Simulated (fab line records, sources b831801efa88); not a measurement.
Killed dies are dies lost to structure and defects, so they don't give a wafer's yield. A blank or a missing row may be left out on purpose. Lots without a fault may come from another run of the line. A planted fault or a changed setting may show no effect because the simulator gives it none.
fab line records | flow gf180mcu
record lots=24 wafers=72 last_day=34
route steps=602 shown LVPWELL@65 V1@340 M4@471 MIM@510
lots that met no fault: from a run of the same line without faults
start_h: hours from the record's first day to the start of the lot's first wafer shown | wait_h: hours since the lot's step before | " the same as in the row above | L1.1+2: a row that stands for several wafers | - no value, or no start given | * or withheld: withheld | < > ~ a bound
route shown NAME@n: a module of which the file shows steps, and the number in the route of the first | usual: mean/standard deviation of fault-free wafers | same: alike in all rows | chamber/n: place in a boat | sites: the reading at each site | _std_site: their standard deviation | _edge_site: outer sites' mean less inner sites' | radius_mm: how far each site lies from the wafer's centre | mask NAME#n: copy n | behind: the tool/chamber that last shaped the wafer | hold: why the lot was held/for how many hours/how that ended | device: the transistor (n, p or np) that didn't switch | end of line: the same wafers' tests at the end of the route | a step without rows: its recipe alone | killed: dies lost to structure and defects at the first sort, not the wafer's yield | map: a wafer's dies, x killed, . not, _ none there
set.NAME: the setting as run; set.NAME@STEP: as run at that earlier step | model.NAME: the simulator's own value behind a step, which no gauge read
steps of the route over a sample of lots; a table a step, a row a wafer
services: from which hour (start_h, from the record's first day; less than 0 if before it) a tool's chamber was out of use, for how many hours, and why
## steps
# step GF_LVPWELL_TW_MEAS_11
# usual LVPWELL_TW=558/4
# columns lot.wafer tool chamber start_h wait_h LVPWELL_TW
L074.3 film_metro-02 - 70.01 0.1 560
L074.5 " - " " 562
L074.6 " - " " 562
L075.1 film_metro-01 - 75.89 0.1 563
L075.2 " - " " 554
L075.5 " - " " 558
L076.1 film_metro-03 - 81.84 0.1 557
L076.2 " - " " 559
L076.5 " - " " 559
L077.1 film_metro-01 - 86.16 0.1 555
L077.3 " - " " 557
L077.5 " - " " 555
L078.2 film_metro-01 - 91.22 0.1 556
L078.3 " - " " 555
L078.5 " - " " 555
L079.1 film_metro-02 - 96.81 0.1 567
L079.3 " - " " 570
L079.6 " - " " 568
L080.2 film_metro-02 - 102.85 0.1 568
L080.5 " - " " 567
L080.6 " - " " 564
L081.2 film_metro-01 - 111.60 0.1 555
L081.4 " - " " 555
L081.6 " - " " 554
L082.1 film_metro-03 - 116.89 0.1 556
L082.3 " - " " 557
L082.6 " - " " 559
L083.2 film_metro-02 - 121.65 0.1 564
L083.3 " - " " 562
L083.6 " - " " 565
L084.4 film_metro-01 - 125.77 0.1 553
L084.5 " - " " 555
L084.6 " - " " 556
L085.1 film_metro-01 - 129.19 0.1 556
L085.3 " - " " 555
L085.4 " - " " 557
L086.1 film_metro-01 - 137.49 0.1 553
L086.2 " - " " 554
L086.3 " - " " 554
L087.1 film_metro-01 - 142.96 0.1 553
L087.3 " - " " 556
L087.6 " - " " 556
L088.4 film_metro-02 - 147.42 0.1 561
L088.5 " - " " 564
L088.6 " - " " 562
L089.3 film_metro-01 - 156.86 0.1 554
L089.4 " - " " 554
L089.6 " - " " 557
L090.2 film_metro-01 - 162.77 0.1 555
L090.3 " - " " 555
L090.6 " - " " 553
L091.3 film_metro-01 - 166.46 0.1 554
L091.5 " - " " 558
L091.6 " - " " 556
L092.3 film_metro-01 - 171.21 0.1 560
L092.4 " - " " 558
L092.6 " - " " 561
L093.1 film_metro-01 - 176.34 0.1 560
L093.5 " - " " 558
L093.6 " - " " 556
L094.1 film_metro-01 - 182.96 0.1 557
L094.2 " - " " 561
L094.4 " - " " 560
L095.1 film_metro-02 - 188.39 0.1 558
L095.4 " - " " 558
L095.5 " - " " 559
L096.2 film_metro-01 - 194.55 0.1 559
L096.4 " - " " 560
L096.5 " - " " 558
L097.1 film_metro-03 - 199.71 0.1 557
L097.2 " - " " 561
L097.3 " - " " 561
# step GF_V1_BOW_MEAS_05
# recipe mode=bow
# usual V1_BOW=83/7.2
# columns lot.wafer tool chamber start_h wait_h V1_BOW[um]
L074.3 film_metro-02 - 393.83 0.2 95
L074.5 " - " " 76
L074.6 " - " " 71
L075.1 film_metro-02 - 397.27 0.2 89
L075.2 " - " " 80
L075.5 " - " " 83
L076.1 film_metro-02 - 410.55 0.1 84
L076.2 " - " " 84
L076.5 " - " " 97
L077.1 film_metro-02 - 414.57 0.2 87
L077.3 " - " " 87
L077.5 " - " " 90
L078.2 film_metro-02 - 422.80 0.2 77
L078.3 " - " " 86
L078.5 " - " " 82
L079.1 film_metro-04 - 432.64 0.2 85
L079.3 " - " " 82
L079.6 " - " " 82
L080.2 film_metro-04 - 442.40 0.1 81
L080.5 " - " " 78
L080.6 " - " " 83
L081.2 film_metro-02 - 456.64 0.3 75
L081.4 " - " " 77
L081.6 " - " " 83
L082.1 film_metro-04 - 468.21 0.1 78
L082.3 " - " " 87
L082.6 " - " " 86
L083.2 film_metro-04 - 473.97 0.2 92
L083.3 " - " " 98
L083.6 " - " " 89
L084.4 film_metro-04 - 479.76 0.3 73
L084.5 " - " " 97
L084.6 " - " " 75
L085.1 film_metro-01 - 490.68 0.1 72
L085.3 " - " " 76
L085.4 " - " " 72
L086.1 film_metro-02 - 500.40 0.2 80
L086.2 " - " " 85
L086.3 " - " " 89
L087.1 film_metro-01 - 504.17 0.1 73
L087.3 " - " " 85
L087.6 " - " " 88
L088.4 film_metro-04 - 518.48 0.2 86
L088.5 " - " " 79
L088.6 " - " " 91
L089.3 film_metro-01 - 525.31 0.2 73
L089.4 " - " " 81
L089.6 " - " " 84
L090.2 film_metro-02 - 536.03 0.1 77
L090.3 " - " " 90
L090.6 " - " " 72
L091.3 film_metro-04 - 539.22 0.1 70
L091.5 " - " " 71
L091.6 " - " " 72
L092.3 film_metro-04 - 546.58 0.2 77
L092.4 " - " " 76
L092.6 " - " " 90
L093.1 film_metro-02 - 551.82 0.1 82
L093.5 " - " " 95
L093.6 " - " " 66
L094.1 film_metro-02 - 561.61 0.2 81
L094.2 " - " " 74
L094.4 " - " " 87
L095.1 film_metro-02 - 567.81 0.2 78
L095.4 " - " " 78
L095.5 " - " " 74
L096.2 film_metro-04 - 576.50 0.2 72
L096.4 " - " " 80
L096.5 " - " " 86
L097.1 film_metro-02 - 581.30 0.2 91
L097.2 " - " " 91
L097.3 " - " " 98
# step GF_V1_THK_MEAS_25
# recipe thk_meas_gauge=xrf reads=W_of_V1_CVD_23
# usual V1_W_THK=353/4.6
# columns lot.wafer tool chamber start_h wait_h V1_W_THK[nm]
L074.3 film_metro-01 - 418.32 0.1 351
L074.5 " - " " 357
L074.6 " - " " 353
L075.1 film_metro-04 - 422.08 0.1 352
L075.2 " - " " 363
L075.5 " - " " 352
L076.1 film_metro-04 - 434.90 0.1 355
L076.2 " - " " 348
L076.5 " - " " 357
L077.1 film_metro-01 - 439.85 0.1 361
L077.3 " - " " 353
L077.5 " - " " 363
L078.2 film_metro-04 - 448.17 0.1 341
L078.3 " - " " 346
L078.5 " - " " 343
L079.1 film_metro-02 - 458.56 0.1 354
L079.3 " - " " 352
L079.6 " - " " 357
L080.2 film_metro-02 - 467.73 0.1 354
L080.5 " - " " 352
L080.6 " - " " 357
L081.2 film_metro-01 - 481.92 0.1 350
L081.4 " - " " 351
L081.6 " - " " 352
L082.1 film_metro-02 - 493.40 0.1 353
L082.3 " - " " 350
L082.6 " - " " 353
L083.2 film_metro-02 - 498.69 0.1 355
L083.3 " - " " 351
L083.6 " - " " 353
L084.4 film_metro-04 - 504.83 0.1 357
L084.5 " - " " 355
L084.6 " - " " 357
L085.1 film_metro-04 - 516.08 0.1 352
L085.3 " - " " 351
L085.4 " - " " 353
L086.1 film_metro-04 - 524.92 0.1 349
L086.2 " - " " 352
L086.3 " - " " 354
L087.1 film_metro-04 - 529.27 0.1 349
L087.3 " - " " 349
L087.6 " - " " 354
L088.4 film_metro-02 - 542.60 0.1 348
L088.5 " - " " 353
L088.6 " - " " 349
L089.3 film_metro-02 - 549.55 0.1 353
L089.4 " - " " 356
L089.6 " - " " 346
L090.2 film_metro-02 - 559.19 0.1 348
L090.3 " - " " 347
L090.6 " - " " 352
L091.3 film_metro-01 - 563.27 0.1 356
L091.5 " - " " 362
L091.6 " - " " 353
L092.3 film_metro-02 - 569.63 0.1 348
L092.4 " - " " 347
L092.6 " - " " 349
L093.1 film_metro-01 - 574.65 0.1 357
L093.5 " - " " 353
L093.6 " - " " 356
L094.1 film_metro-02 - 584.30 0.1 352
L094.2 " - " " 354
L094.4 " - " " 353
L095.1 film_metro-01 - 589.77 0.1 358
L095.4 " - " " 355
L095.5 " - " " 358
L096.2 film_metro-01 - 599.47 0.1 362
L096.4 " - " " 359
L096.5 " - " " 362
L097.1 film_metro-02 - 604.19 0.1 356
L097.2 " - " " 355
L097.3 " - " " 357
# step GF_V1_CMP_26
# recipe stop_on=SiO2 down_force_psi=3.5 platen_rpm=60 t_overpolish_s=15 target_thk_nm=0 pad_velocity_m_s=0.94248
# usual motor_current_A=11.4/1.1 overpolish_run_s=14.999/0.0098 slurry_filter_dp_kPa=13.51/0.15 time_to_endpoint_s=82.4/2.9
# same t_overpolish_s=15
# columns lot.wafer tool chamber start_h wait_h motor_current_A overpolish_run_s slurry_filter_dp_kPa time_to_endpoint_s
L074.3 cmp-01 0 418.41 0.1 12.3 14.995 13.50 81.9
L074.5 " 3 " " 11.3 14.988 13.34 80.9
L074.6 " 0 " " 12.8 15.002 13.64 85.3
L075.1 cmp-02 2 422.14 0.1 11.2 14.987 13.50 85.2
L075.2 " 1 " " 12.1 14.995 13.43 91.1
L075.5 " 3 " " 10.0 14.996 13.52 87.6
L076.2 cmp-02 3 435.01 0.1 9.2 15.005 13.50 82.4
L076.1 " 0 " " 9.8 14.983 13.54 84.8
L076.5 " 2 " " 11.3 15.017 13.50 82.5
L077.1 cmp-02 1 439.96 0.1 11.5 15.017 13.55 84.4
L077.3 " 3 " " 10.1 15.004 13.47 86.6
L077.5 " 0 " " 10.1 15.000 13.54 85.4
L078.2 cmp-02 0 448.42 0.2 10.0 15.008 13.53 85.4
L078.3 " 1 " " 11.7 15.007 13.46 78.7
L078.5 " 0 " " 10.1 15.016 13.33 83.0
L079.3 cmp-01 2 458.67 0.1 11.6 15.000 13.52 82.4
L079.1 " 0 " " 12.2 14.988 13.80 83.8
L079.6 " 1 " " 13.4 15.002 13.61 86.3
L080.2 cmp-01 3 468.36 0.6 11.6 14.995 13.50 83.9
L080.5 " 0 " " 11.9 14.993 13.55 84.3
L080.6 " 1 " " 12.9 15.012 13.66 83.4
L081.4 cmp-02 2 482.07 0.1 11.5 14.991 13.44 82.2
L081.2 " 3 " " 9.5 14.983 13.21 86.0
L081.6 " 1 " " 11.4 14.989 13.67 79.7
L082.1 cmp-01 1 493.51 0.1 13.0 15.008 13.39 82.3
L082.3 " 3 " " 11.6 14.993 13.43 77.4
L082.6 " 1 " " 12.8 14.985 13.53 81.5
L083.2 cmp-01 0 498.84 0.1 11.8 15.002 13.68 82.8
L083.3 " 1 " " 12.8 14.999 13.40 81.9
L083.6 " 3 " " 11.2 15.009 13.53 80.4
L084.4 cmp-02 0 504.86 0.0 10.1 15.000 13.65 86.8
L084.6 " 0 " " 9.9 15.012 13.47 82.8
L084.5 " 1 " " 10.8 15.002 13.34 80.3
L085.1 cmp-02 3 516.14 0.1 9.6 15.003 13.84 84.6
L085.4 " 0 " " 10.4 15.000 13.35 85.1
L085.3 " 1 " " 11.3 14.988 13.59 81.7
L086.2 cmp-01 2 525.03 0.1 12.3 15.016 13.47 83.2
L086.3 " 3 " " 12.1 14.976 13.49 79.8
L086.1 " 0 " " 12.2 15.005 13.33 82.9
L087.3 cmp-01 2 529.33 0.0 11.6 14.973 13.36 80.1
L087.1 " 0 " " 12.2 14.995 13.34 79.9
L087.6 " 3 " " 11.6 15.006 13.25 78.5
L088.4 cmp-02 3 542.78 0.2 10.1 14.992 13.72 84.5
L088.5 " 0 " " 10.0 15.000 13.38 83.8
L088.6 " 1 " " 11.4 14.998 13.62 81.4
L089.3 cmp-01 0 549.64 0.1 12.9 14.988 13.42 78.0
L089.4 " 2 " " 11.7 14.985 13.56 78.4
L089.6 " 0 " " 11.7 14.992 13.46 78.1
L090.3 cmp-02 0 559.24 0.0 10.5 14.997 13.45 81.1
L090.2 " 2 " " 11.3 15.001 13.48 78.0
L090.6 " 1 " " 11.0 15.002 13.62 79.9
L091.3 cmp-01 3 563.31 0.0 11.3 14.996 13.43 78.0
L091.6 " 3 " " 11.4 14.999 13.54 76.8
L091.5 " 0 " " 12.2 14.989 13.40 82.9
L092.4 cmp-02 2 569.77 0.1 11.8 14.996 13.34 80.9
L092.3 " 3 " " 9.9 14.997 13.62 82.7
L092.6 " 0 " " 9.9 14.995 13.33 84.9
L093.1 cmp-01 2 574.86 0.2 12.5 14.992 13.42 78.2
L093.6 " 3 " " 11.2 14.993 13.68 78.4
L093.5 " 0 " " 11.7 15.012 13.53 81.5
L094.2 cmp-02 2 584.41 0.1 11.6 14.999 13.60 78.8
L094.1 " 3 " " 9.4 15.000 13.16 81.8
L094.4 " 0 " " 10.4 15.003 13.50 78.2
L095.4 cmp-01 2 589.83 0.0 12.2 14.998 13.49 81.8
L095.1 " 0 " " 12.4 14.999 13.58 80.3
L095.5 " 2 " " 12.1 15.004 13.69 82.3
L096.4 cmp-02 1 599.52 0.0 11.1 14.987 13.33 81.8
L096.2 " 0 " " 10.4 15.012 13.53 86.8
L096.5 " 2 " " 11.2 14.985 13.64 86.1
L097.2 cmp-02 3 604.25 0.0 10.4 15.007 13.59 87.7
L097.3 " 0 " " 9.6 15.004 13.79 86.5
L097.1 " 2 " " 11.8 15.002 13.57 85.5
# step GF_M4_OVL_MEAS_15
# usual M4_OVL=0/5.4
# columns lot.wafer tool chamber start_h wait_h M4_OVL[nm]
L074.3 overlay-02 - 543.38 0.1 1
L074.5 " - " " 2
L074.6 " - " " 5
L075.1 overlay-02 - 546.99 0.1 13
L075.2 " - " " 0
L075.5 " - " " 5
L076.1 overlay-01 - 558.49 0.1 -1
L076.2 " - " " 6
L076.5 " - " " 3
L077.1 overlay-02 - 564.52 0.1 -1
L077.3 " - " " -5
L077.5 " - " " 1
L078.2 overlay-01 - 570.37 0.1 -3
L078.3 " - " " 2
L078.5 " - " " -1
L079.1 overlay-02 - 581.27 0.1 -6
L079.3 " - " " 7
L079.6 " - " " -3
L080.2 overlay-02 - 590.23 0.1 -5
L080.5 " - " " 0
L080.6 " - " " -7
L081.2 overlay-02 - 599.52 0.1 4
L081.4 " - " " 5
L081.6 " - " " 0
L082.1 overlay-01 - 612.99 0.1 -2
L082.3 " - " " -2
L082.6 " - " " -14
L083.2 overlay-01 - 615.19 0.1 2
L083.3 " - " " -2
L083.6 " - " " 8
L084.4 overlay-02 - 621.71 0.1 3
L084.5 " - " " -1
L084.6 " - " " 4
L085.1 overlay-01 - 631.74 0.1 -1
L085.3 " - " " -1
L085.4 " - " " -7
L086.1 overlay-02 - 639.67 0.1 -6
L086.2 " - " " -4
L086.3 " - " " 5
L087.1 overlay-01 - 641.67 0.1 0
L087.3 " - " " -5
L087.6 " - " " -3
L088.4 overlay-01 - 655.19 0.1 0
L088.5 " - " " -5
L088.6 " - " " 5
L089.3 overlay-01 - 660.58 0.1 0
L089.4 " - " " -2
L089.6 " - " " 10
L090.2 overlay-01 - 669.29 0.1 3
L090.3 " - " " 5
L090.6 " - " " 17
L091.3 overlay-02 - 671.68 0.1 3
L091.5 " - " " -1
L091.6 " - " " 5
L092.3 overlay-01 - 678.68 0.1 -10
L092.4 " - " " -8
L092.6 " - " " -1
L093.1 overlay-02 - 683.22 0.1 -7
L093.5 " - " " -3
L093.6 " - " " -1
L094.1 overlay-01 - 690.79 0.1 2
L094.2 " - " " 6
L094.4 " - " " 11
L095.1 overlay-01 - 697.42 0.1 7
L095.4 " - " " 8
L095.5 " - " " 8
L096.2 overlay-02 - 704.89 0.1 0
L096.4 " - " " 0
L096.5 " - " " -10
L097.1 overlay-01 - 708.54 0.1 9
L097.2 " - " " -3
L097.3 " - " " -2
# step GF_MIM_SPUTTER_07
# recipe material=TiN target_thk_nm=60 power_w=6500 time_s=50 chamber_pressure_pa=0.4
# usual cathode_dc_power_W=6500.0/1.2 throttle_valve_pct=30.2/0.92
# columns lot.wafer tool chamber start_h wait_h cathode_dc_power_W throttle_valve_pct
L074.3 pvd_sputter-01 - 569.25 0.0 6498.3 30.5
L074.5 " - " " 6500.8 31.6
L074.6 " - " " 6500.9 29.3
L075.1 pvd_sputter-01 - 571.76 0.1 6500.8 29.2
L075.2 " - " " 6500.5 31.6
L075.5 " - " " 6499.8 30.7
L076.1 pvd_sputter-03 - 583.59 0.1 6498.6 30.2
L076.2 " - " " 6502.0 31.1
L076.5 " - " " 6500.7 31.1
L077.1 pvd_sputter-01 - 588.98 0.1 6496.3 29.3
L077.3 " - " " 6501.1 31.1
L077.5 " - " " 6501.5 31.1
L078.2 pvd_sputter-03 - 595.42 0.0 6500.9 30.1
L078.3 " - " " 6499.3 28.9
L078.5 " - " " 6500.6 31.0
L079.1 pvd_sputter-03 - 605.87 0.1 6502.4 28.7
L079.3 " - " " 6500.6 30.2
L079.6 " - " " 6500.1 30.8
L080.2 pvd_sputter-03 - 614.36 0.0 6501.4 28.7
L080.5 " - " " 6500.8 29.7
L080.6 " - " " 6501.4 31.0
L081.2 pvd_sputter-01 - 623.43 0.0 6498.8 30.4
L081.4 " - " " 6501.7 31.6
L081.6 " - " " 6499.9 31.6
L082.1 pvd_sputter-03 - 636.94 0.1 6500.4 28.8
L082.3 " - " " 6502.5 29.9
L082.6 " - " " 6498.7 30.8
L083.2 pvd_sputter-03 - 639.48 0.0 6501.2 28.8
L083.3 " - " " 6500.3 31.2
L083.6 " - " " 6499.3 30.8
L084.4 pvd_sputter-01 - 645.31 0.0 6498.3 29.6
L084.5 " - " " 6502.3 31.5
L084.6 " - " " 6500.3 30.6
L085.1 pvd_sputter-02 - 655.43 0.1 6498.8 31.6
L085.3 " - " " 6499.1 29.6
L085.4 " - " " 6499.6 29.6
L086.1 pvd_sputter-01 - 662.57 0.1 6502.3 31.0
L086.2 " - " " 6500.4 31.5
L086.3 " - " " 6500.0 30.5
L087.1 pvd_sputter-01 - 664.72 0.1 6501.1 31.0
L087.3 " - " " 6500.8 30.6
L087.6 " - " " 6500.5 29.5
L088.4 pvd_sputter-03 - 678.17 0.0 6498.8 30.8
L088.5 " - " " 6498.2 29.7
L088.6 " - " " 6500.1 31.0
L089.3 pvd_sputter-01 - 683.22 0.0 6497.1 30.7
L089.4 " - " " 6501.3 31.6
L089.6 " - " " 6501.0 29.1
L090.2 pvd_sputter-02 - 691.32 0.0 6501.4 28.9
L090.3 " - " " 6498.7 31.5
L090.6 " - " " 6499.6 29.6
L091.3 pvd_sputter-02 - 694.07 0.0 6499.2 29.0
L091.5 " - " " 6498.4 29.6
L091.6 " - " " 6499.4 28.8
L092.3 pvd_sputter-03 - 700.43 0.0 6500.8 30.2
L092.4 " - " " 6498.9 28.6
L092.6 " - " " 6499.2 30.2
L093.1 pvd_sputter-03 - 704.78 0.1 6502.3 29.8
L093.5 " - " " 6500.4 30.9
L093.6 " - " " 6501.5 28.7
L094.1 pvd_sputter-03 - 712.71 0.1 6503.0 29.9
L094.2 " - " " 6500.8 30.2
L094.4 " - " " 6500.0 28.6
L095.1 pvd_sputter-01 - 718.67 0.1 6499.4 30.5
L095.4 " - " " 6498.0 31.8
L095.5 " - " " 6501.7 29.1
L096.2 pvd_sputter-02 - 725.67 0.0 6499.4 29.6
L096.4 " - " " 6500.4 29.5
L096.5 " - " " 6500.5 28.7
L097.1 pvd_sputter-02 - 730.02 0.1 6498.2 28.9
L097.2 " - " " 6499.7 29.9
L097.3 " - " " 6498.4 29.4
## services
# columns tool chamber start_h hours kind
cmp-01 - 407.59 4.0 pm
cmp-02 - 410.84 1.5 repair
cmp-02 - 417.47 4.0 pm
cmp-01 - 422.86 3.9 pm
pvd_sputter-01 - 423.79 14.8 repair
cmp-01 - 442.48 1.3 repair
pvd_sputter-03 - 447.84 1.0 repair
cmp-01 - 461.97 1.0 repair
cmp-02 - 462.49 6.4 repair
pvd_sputter-03 - 478.07 1.4 repair
cmp-02 - 521.10 0.5 repair
pvd_sputter-03 - 543.73 5.9 repair
cmp-02 - 572.05 4.0 pm
cmp-02 - 580.58 2.2 repair
cmp-01 - 586.34 1.1 repair
cmp-02 - 604.88 1.7 repair
cmp-01 - 615.24 0.3 repair
cmp-02 - 619.04 0.2 repair
cmp-01 - 688.55 0.9 repair
cmp-02 - 692.12 4.8 repair
pvd_sputter-03 - 693.70 4.3 repair
cmp-01 - 697.08 12.8 pm
cmp-01 - 719.77 0.7 repair
cmp-02 - 724.52 0.2 repair
## key
fault none
